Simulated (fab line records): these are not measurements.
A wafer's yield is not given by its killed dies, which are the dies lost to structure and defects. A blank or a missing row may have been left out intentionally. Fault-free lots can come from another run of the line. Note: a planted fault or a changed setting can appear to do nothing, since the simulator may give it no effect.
fab line records	flow sfqLine
record: lots: 14	wafers: 42	lastDay: 85
route steps=325 shown M2@99 M3@129 M6@253 I6@276
lots with no fault: from the same line, run without faults
startH: the number of hours between the record's first day and the start of the first shown wafer of the lot	waitH: hours since the lot's step before	" unchanged from the row above	L1.1+2: a row that stands for several wafers	- no value, or no start was given	* or withheld: withheld	< > ~ a bound
route shown NAME@n: a module of which the file shows steps, and the number in the route of the first	usual: average and standard deviation across the fault-free wafers	same: alike in all rows	chamber/n: place in a boat	sites: the reading at each site	_std_site: how widely they spread, as a standard deviation	_edge_site: inner sites' mean taken away from outer sites' mean	radiusMm: how far each site lies from the wafer's centre	mask NAME#n: copy n	behind: tool/chamber where the wafer was last shaped	hold: why the lot was held/for how many hours/how that ended	device: the transistor (n, p or np) that didn't switch	end of line: the same wafers' tests at the end of the route	a step given without rows: its recipe and nothing more	killed: the dies lost at the first sort to structure and to defects; this is not the yield of the wafer	map: shows each die of a wafer: x if killed, . if not, _ if none is there
set.NAME: setting as actually run; set.NAME@STEP: the setting as run at that earlier step	model.NAME: the simulator's own value behind a step, which no gauge read
one table for each step of the route and one row for each wafer, over a sample of lots
services: from which hour (startH, from the record's first day; less than 0 if before it) a tool's chamber was out of use, for how many hours, and why
== steps ==
step: SFQ_TRILAYER_M2_BARC_OPEN_METAL_ETCH_077
recipe: maskMaterial: PR	chemistry: O2	targetDepthNm: 125	target: BARC	icpW: 600	biasW: 80	pressureMtorr: 10	timeS: 41.7
usual: chamberPressureMTorr: 10.000/0.0092	drypumpMotorCurrentA: 5.90/0.29	heBacksideLeakSccm: 3.4/0.3	oesProductAu: 0.685/0.0053
lot.wafer	tool	chamber	startH	waitH	chamberPressureMTorr	drypumpMotorCurrentA	heBacksideLeakSccm	oesProductAu	rfHoursCounterH
L239.2	rieMetal-01	1	667.29	0.0	10.006	5.95	3.9	0.686	87
L239.4	"	1	"	"	10.020	5.97	3.6	0.686	-
L239.5	"	1	"	"	9.992	5.96	3.7	0.684	-
L240.3	rieMetal-01	1	727.93	0.0	9.984	5.96	3.5	0.675	-
L240.4	"	0	"	"	10.017	5.66	3.1	0.690	-
L240.5	"	0	"	"	10.004	5.64	3.1	0.680	-
L241.2	rieMetal-01	1	736.31	0.0	10.006	5.97	3.5	0.692	99
L241.4	"	1	"	"	10.011	5.95	3.6	0.680	-
L241.5	"	1	"	"	10.004	5.96	3.3	0.689	-
L242.2	rieMetal-03	1	747.13	0.0	9.991	6.14	3.3	0.675	53
L242.5	"	1	"	"	10.001	6.14	3.4	0.684	-
L242.6	"	0	"	"	9.989	5.54	3.1	0.685	-
L243.3	rieMetal-01	0	753.57	0.0	9.991	5.64	3.1	0.680	-
L243.5	"	1	"	"	10.014	5.97	3.5	0.688	-
L243.6	"	0	"	"	10.008	5.67	3.0	0.694	-
L244.2	rieMetal-02	1	759.13	0.0	10.010	6.51	3.7	0.678	68
L244.4	"	1	"	"	10.000	6.49	3.7	0.692	-
L244.6	"	0	"	"	10.014	5.59	3.2	0.683	-
L245.2	rieMetal-01	0	762.73	0.0	10.003	5.68	3.2	0.683	36
L245.3	"	0	"	"	10.012	5.65	3.1	0.678	-
L245.4	"	1	"	"	10.003	5.98	3.6	0.688	-
L246.1	rieMetal-01	0	767.53	0.0	9.994	5.66	3.1	0.688	37
L246.2	"	1	"	"	9.998	5.98	3.3	0.690	105
L246.3	"	1	"	"	10.014	5.98	3.4	0.679	-
L252.1	rieMetal-01	1	948.84	0.0	10.002	5.94	3.4	0.673	3
L252.3	"	1	"	"	10.002	5.96	3.4	0.693	-
L252.4	"	1	"	"	10.005	5.97	3.2	0.682	-
L254.3	rieMetal-02	0	981.59	0.0	9.994	5.56	3.4	0.689	-
L254.4	"	1	"	"	9.998	6.51	3.7	0.693	-
L254.5	"	0	"	"	9.999	5.58	3.2	0.674	-
L256.2	rieMetal-03	1	998.39	0.0	10.000	6.06	3.4	0.688	96
L256.4	"	0	"	"	10.012	5.59	3.1	0.698	-
L256.6	"	0	"	"	9.996	5.58	3.3	0.686	-
L257.1	rieMetal-03	1	1009.19	0.0	9.990	6.10	3.3	0.682	99
L257.2	"	1	"	"	10.002	6.08	3.5	0.677	-
L257.5	"	1	"	"	10.000	6.13	3.4	0.689	-
L259.2	rieMetal-01	1	1027.21	0.0	9.992	5.99	3.4	0.689	-
L259.3	"	1	"	"	10.003	5.95	3.2	0.689	-
L259.6	"	1	"	"	10.008	5.96	3.2	0.681	-
L261.2	rieMetal-03	0	1051.70	0.0	10.001	5.57	3.6	0.680	128
L261.5	"	1	"	"	10.007	6.11	3.4	0.689	-
L261.6	"	0	"	"	10.004	5.56	3.4	0.693	-
step: SFQ_TRILAYER_M3_BARC_OPEN_METAL_ETCH_100
recipe: maskMaterial: PR	chemistry: O2	targetDepthNm: 125	target: BARC	icpW: 600	biasW: 80	pressureMtorr: 10	timeS: 41.7
usual: chamberPressureMTorr: 10.000/0.009	drypumpMotorCurrentA: 5.8/0.39	heBacksideLeakSccm: 3.41/0.2	oesProductAu: 0.685/0.0046
lot.wafer	tool	chamber	startH	waitH	chamberPressureMTorr	drypumpMotorCurrentA	heBacksideLeakSccm	oesProductAu	rfHoursCounterH
L239.2	rieMetal-03	0	826.40	0.0	9.989	5.6	3.38	0.677	87
L239.4	"	1	"	"	10.012	6.1	3.35	0.686	-
L239.5	"	0	"	"	9.982	5.6	3.41	0.694	-
L240.3	rieMetal-03	1	891.42	0.0	9.999	6.1	3.36	0.686	-
L240.4	"	0	"	"	10.002	5.6	3.15	0.680	-
L240.5	"	1	"	"	10.002	6.1	3.24	0.686	-
L241.2	rieMetal-03	0	899.18	0.2	9.991	5.5	3.29	0.687	97
L241.4	"	1	"	"	9.995	6.1	3.25	0.682	-
L241.5	"	1	"	"	10.003	6.1	3.46	0.683	-
L242.2	rieMetal-02	0	911.74	0.0	9.990	5.6	3.34	0.693	64
L242.5	"	1	"	"	10.002	6.5	3.47	0.678	-
L242.6	"	0	"	"	9.997	5.6	3.24	0.678	-
L243.3	rieMetal-03	0	920.38	0.0	10.001	5.5	3.33	0.693	-
L243.5	"	1	"	"	10.002	6.1	3.42	0.682	-
L243.6	"	0	"	"	10.010	5.5	3.37	0.681	-
L244.2	rieMetal-04	0	929.96	0.0	10.004	5.9	3.40	0.683	85
L244.4	"	0	"	"	10.019	5.9	3.54	0.679	-
L244.6	"	0	"	"	10.005	5.9	3.25	0.684	-
L245.2	rieMetal-02	1	934.78	0.0	10.004	6.5	3.69	0.677	-
L245.3	"	1	"	"	10.012	6.5	3.55	0.687	-
L245.4	"	1	"	"	9.997	6.5	3.67	0.683	-
L246.1	rieMetal-03	1	944.36	0.0	10.027	6.1	3.32	0.677	86
L246.2	"	0	"	"	9.991	5.6	3.25	0.679	107
L246.3	"	0	"	"	9.989	5.6	3.13	0.684	-
L252.1	rieMetal-02	1	1111.23	0.0	10.003	6.5	3.71	0.683	127
L252.3	"	0	"	"	10.009	5.6	3.14	0.685	-
L252.4	"	1	"	"	9.995	6.5	3.73	0.695	-
L254.3	rieMetal-03	1	1113.78	0.0	8.015	6.2	3.30	0.686	-
L254.4	"	0	"	"	10.003	5.6	3.54	0.680	-
L254.5	"	0	"	"	9.976	5.6	3.52	0.688	-
L256.2	rieMetal-03	1	1116.16	0.0	7.992	6.1	3.40	0.670	119
L256.4	"	0	"	"	9.995	5.6	3.39	0.686	-
L256.6	"	0	"	"	9.990	5.6	3.41	0.688	-
L257.1	rieMetal-04	1	1117.36	0.0	9.998	5.4	3.14	0.684	99
L257.2	"	0	"	"	10.001	5.9	3.44	0.683	94
L257.5	"	1	"	"	10.002	5.4	2.93	0.687	-
L259.2	rieMetal-03	0	1288.11	0.0	10.009	5.6	3.31	0.692	20
L259.3	"	1	"	"	10.008	6.1	3.58	0.686	-
L259.6	"	0	"	"	10.005	5.6	3.27	0.688	-
L261.2	rieMetal-02	1	1307.31	0.0	10.013	6.5	3.54	0.689	10
L261.5	"	1	"	"	9.986	6.5	3.55	0.679	-
L261.6	"	0	"	"	10.003	5.6	3.55	0.684	-
step: SFQ_M6_RS_MEAS_938
recipe: thkMeasGauge: four-point-probe	reads: Nb_of_TRILAYER_M6_DEP_SPUTTER_157
usual: M6_NB_RS: 0.894/0.0089
lot.wafer	tool	chamber	startH	waitH	M6_NB_RS[ohm/sq]
L239.2	filmMetro-01	-	1453.55	0.1	0.876
L239.4	"	-	"	"	0.880
L239.5	"	-	"	"	0.889
L240.3	filmMetro-03	-	1455.93	0.1	0.900
L240.4	"	-	"	"	0.901
L240.5	"	-	"	"	0.890
L241.2	filmMetro-02	-	1458.31	0.1	0.896
L241.4	"	-	"	"	0.888
L241.5	"	-	"	"	0.899
L242.2	filmMetro-03	-	1459.53	0.1	0.891
L242.5	"	-	"	"	0.883
L242.6	"	-	"	"	0.902
L243.3	filmMetro-03	-	1461.95	0.1	0.881
L243.5	"	-	"	"	0.893
L243.6	"	-	"	"	0.886
L244.2	filmMetro-01	-	1463.11	0.1	0.895
L244.4	"	-	"	"	0.899
L244.6	"	-	"	"	0.899
L245.2	filmMetro-03	-	1465.22	0.1	0.911
L245.3	"	-	"	"	0.898
L245.4	"	-	"	"	0.905
L246.1	filmMetro-02	-	1466.40	0.0	0.895
L246.2	"	-	"	"	0.906
L246.3	"	-	"	"	0.910
L252.1	filmMetro-03	-	1644.32	0.0	0.897
L252.3	"	-	"	"	0.886
L252.4	"	-	"	"	0.881
L254.3	filmMetro-03	-	1725.41	0.1	0.903
L254.4	"	-	"	"	0.900
L254.5	"	-	"	"	0.898
L256.2	filmMetro-02	-	1799.88	0.1	0.877
L256.4	"	-	"	"	0.877
L256.6	"	-	"	"	0.883
L257.1	filmMetro-01	-	1807.68	0.0	0.886
L257.2	"	-	"	"	0.893
L257.5	"	-	"	"	0.899
L259.2	filmMetro-02	-	1820.67	0.1	0.891
L259.3	"	-	"	"	0.893
L259.6	"	-	"	"	0.899
L261.2	filmMetro-02	-	1831.17	0.1	0.887
L261.5	"	-	"	"	0.897
L261.6	"	-	"	"	0.887
step: SFQ_I6_OVL_MEAS_942
usual: I6_OVL: 2/4.7
lot.wafer	tool	chamber	startH	waitH	I6_OVL[nm]
L239.2	overlay-01	-	1488.18	0.1	6
L239.4	"	-	"	"	5
L239.5	"	-	"	"	3
L240.3	overlay-01	-	1489.39	0.1	-8
L240.4	"	-	"	"	3
L240.5	"	-	"	"	-6
L241.2	overlay-02	-	1491.58	0.1	1
L241.4	"	-	"	"	-2
L241.5	"	-	"	"	2
L242.2	overlay-02	-	1492.78	0.1	2
L242.5	"	-	"	"	2
L242.6	"	-	"	"	1
L243.3	overlay-02	-	1493.99	0.1	1
L243.5	"	-	"	"	2
L243.6	"	-	"	"	1
L244.2	overlay-02	-	1495.18	0.1	4
L244.4	"	-	"	"	7
L244.6	"	-	"	"	7
L245.2	overlay-02	-	1497.65	0.1	1
L245.3	"	-	"	"	3
L245.4	"	-	"	"	2
L246.1	overlay-02	-	1503.77	0.1	0
L246.2	"	-	"	"	5
L246.3	"	-	"	"	-2
L252.1	overlay-02	-	1820.83	0.1	7
L252.3	"	-	"	"	8
L252.4	"	-	"	"	6
L254.3	overlay-01	-	1837.34	0.1	-4
L254.4	"	-	"	"	0
L254.5	"	-	"	"	-3
L256.2	overlay-01	-	1906.88	0.1	6
L256.4	"	-	"	"	10
L256.6	"	-	"	"	9
L257.1	overlay-02	-	1918.87	0.1	3
L257.2	"	-	"	"	6
L257.5	"	-	"	"	1
L259.2	overlay-02	-	1939.28	0.1	4
L259.3	"	-	"	"	-9
L259.6	"	-	"	"	1
L261.2	overlay-01	-	1956.08	0.1	5
L261.5	"	-	"	"	4
L261.6	"	-	"	"	6
== services ==
tool	chamber	startH	hours	kind
rieMetal-03	1	659.17	1.6	repair
rieMetal-03	0	688.31	6.8	repair
rieMetal-02	-	738.85	1.7	repair
rieMetal-01	-	752.54	0.2	repair
rieMetal-01	1	758.46	3.1	repair
rieMetal-02	-	812.13	2.8	pm
rieMetal-04	0	844.75	3.9	repair
rieMetal-01	-	885.37	2.8	pm
rieMetal-02	-	891.60	14.6	pm
rieMetal-02	0	930.69	5.6	repair
rieMetal-01	0	931.22	189.0	repair
rieMetal-04	-	934.25	4.0	pm
rieMetal-04	0	945.85	133.0	repair
rieMetal-04	-	979.66	28.1	pm
rieMetal-03	-	994.66	2.8	pm
rieMetal-03	0	1009.15	10.0	repair
rieMetal-04	1	1036.43	8.0	repair
rieMetal-02	0	1038.25	2.3	repair
rieMetal-04	-	1090.39	2.8	pm
rieMetal-04	-	1154.38	1.1	repair
rieMetal-02	-	1165.26	0.6	repair
rieMetal-01	0	1280.80	9.2	repair
rieMetal-02	-	1282.96	0.4	repair
rieMetal-01	0	1306.57	3.0	repair
== key ==
firstSign: step: SFQ_TRILAYER_M3_BARC_OPEN_METAL_ETCH_100	reading: chamberPressureMTorr	direction: down	sigmas: 99+	usual: 10.000	struck: 8.004
effect none on later readings
metAt SFQ_TRILAYER_M3_BARC_OPEN_METAL_ETCH_100
struckLots L254,L256
struckWafers L254.3,L256.2
notActingAt SFQ_TRILAYER_M2_BARC_OPEN_METAL_ETCH_077,SFQ_M6_RS_MEAS_938,SFQ_I6_OVL_MEAS_942
onsetBetween 944.36 1113.78
fault: kind: processParameterDrift	tool: rieMetal-03	chamber: 1	onsetH: 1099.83	steps: SFQ_TRILAYER_M3_BARC_OPEN_METAL_ETCH_100	channel: pressureMtorr	offset: -2	shape: step	endH: 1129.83	actsIn: theseRecipesOnly	stated: 10
